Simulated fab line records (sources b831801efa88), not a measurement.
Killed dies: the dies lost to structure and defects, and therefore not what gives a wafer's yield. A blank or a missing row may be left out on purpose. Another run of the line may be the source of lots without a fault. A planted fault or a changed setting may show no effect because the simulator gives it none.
Chamber matching || flow sky130 || 4 sister chambers for SKY_VIA3_ETCH_15 on rie_diel-02
The step etches SiO2 in C4F8/O2/Ar, stops on TiN, target depth 507 nm, time 78 s. 4 wafers are shown with their chamber, then 7 later ones without.

WAFERS WITH THEIR CHAMBER
{"wafer": "L079.5", "chamber": 0, "rf_fwd_power_W (W)": 1494}
{"wafer": "L079.6", "chamber": 1, "rf_fwd_power_W (W)": 1483}
{"wafer": "L080.1", "chamber": 2, "rf_fwd_power_W (W)": 1494}
{"wafer": "L080.2", "chamber": 3, "rf_fwd_power_W (W)": 1481}

WAFERS MISSING THEIR CHAMBER
{"wafer": "L080.4", "rf_fwd_power_W (W)": 1496}
{"wafer": "L087.1", "rf_fwd_power_W (W)": 1483}
{"wafer": "L087.5", "rf_fwd_power_W (W)": 1479}
{"wafer": "L087.6", "rf_fwd_power_W (W)": 1493}
{"wafer": "L093.4", "rf_fwd_power_W (W)": 1487}
{"wafer": "L093.5", "rf_fwd_power_W (W)": 1488}
{"wafer": "L093.6", "rf_fwd_power_W (W)": 1483}

CHAMBER TAKEN BY EACH
{"wafer": "L080.4", "from the rows above": "can't be placed: 0 or 2", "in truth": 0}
{"wafer": "L087.1", "from the rows above": "can't be placed: 1 or 3", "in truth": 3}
{"wafer": "L087.5", "from the rows above": "can't be placed: 3 or 1", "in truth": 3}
{"wafer": "L087.6", "from the rows above": "can't be placed: 0 or 2", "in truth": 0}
{"wafer": "L093.4", "from the rows above": "can't be placed: 1 or 3 or 0 or 2", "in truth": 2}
{"wafer": "L093.5", "from the rows above": "can't be placed: 1 or 0 or 2 or 3", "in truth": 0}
{"wafer": "L093.6", "from the rows above": "can't be placed: 1 or 3", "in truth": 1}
Placed correctly: 0 of 7. Can't be placed from these rows: 7 (the true chamber is among the candidates in 7). 0 placed wrongly.
How it was worked out, from the rows above alone: a wafer's distance from a chamber is the root of the sum, over the readings, of the square of ((its reading less the chamber's mean) divided by the reading's scatter). If the next closest chamber is less than 2 further off than the closest, the wafer can't be placed; otherwise it belongs to the closest. A chamber's mean is the mean of its shown wafers. The scatter: with one shown wafer a chamber, the root of the mean of the squares of how far each hidden wafer lies from its nearest shown one.
